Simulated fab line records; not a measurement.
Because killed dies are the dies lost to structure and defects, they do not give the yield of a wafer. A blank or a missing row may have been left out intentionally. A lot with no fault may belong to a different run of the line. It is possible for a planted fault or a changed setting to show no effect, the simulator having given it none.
Which tool did it? / flow sky130 / route of 708 steps, sampled at 1 step: 12 lots, 36 wafers

WHAT THE GAUGES SHOWED, per wafer
SKY_RES_XHIGH_TW_MEAS_09.
lot=L075; measured=day 27 18:49; on=film metro-02; RES_XHIGH_TW=1666 1669 1674
lot=L077; measured=day 29 01:37; on=film metro-02; RES_XHIGH_TW=1654 1672 1665
lot=L079; measured=day 29 14:11; on=film metro-04; RES_XHIGH_TW=1652 1656 1660
lot=L081; measured=day 30 05:39; on=film metro-01; RES_XHIGH_TW=1648 1651 1654
lot=L083; measured=day 30 21:14; on=film metro-01; RES_XHIGH_TW=1660 1654 1648
lot=L085; measured=day 31 19:59; on=film metro-02; RES_XHIGH_TW=1667 1659 1666
lot=L087; measured=day 32 07:58; on=film metro-01; RES_XHIGH_TW=1637 1646 1642
lot=L089; measured=day 32 19:48; on=film metro-01; RES_XHIGH_TW=1647 1639 1635
lot=L091; measured=day 33 23:11; on=film metro-04; RES_XHIGH_TW=1645 1637 1648
lot=L092; measured=day 34 09:54; on=film metro-01; RES_XHIGH_TW=1657 1652 1658
lot=L095; measured=day 35 01:24; on=film metro-04; RES_XHIGH_TW=1653 1653 1658
lot=L097; measured=day 35 13:29; on=film metro-04; RES_XHIGH_TW=1652 1640 1644

WHAT TOOL EACH LOT RAN ON (gives the tool, then ch and the chambers of the sampled wafers, and finally the start)
There is no process step in the record ahead of these readings.

THE ANSWER, worked out from the rows above alone
Rule: the lots themselves supply what counts as usual. Put in order of their means at a reading, lots are off if they are a third of the lots or fewer, leave a main group of 4 or more, and stand apart from it by a gap of 3 or more times the standard deviation of the main group's means; of several such gaps the widest counts. A main group whose means are all the same, to the digits that the tables above print for the reading, isn't used. A lot without any number at a reading at which 4 lots or more have one is off too. All remaining lots with rows at the step are treated as sound.
Across all readings shown, no lot is off: no conclusion can be drawn from this.

WHAT HAD BEEN PUT IN BY THE SIMULATOR
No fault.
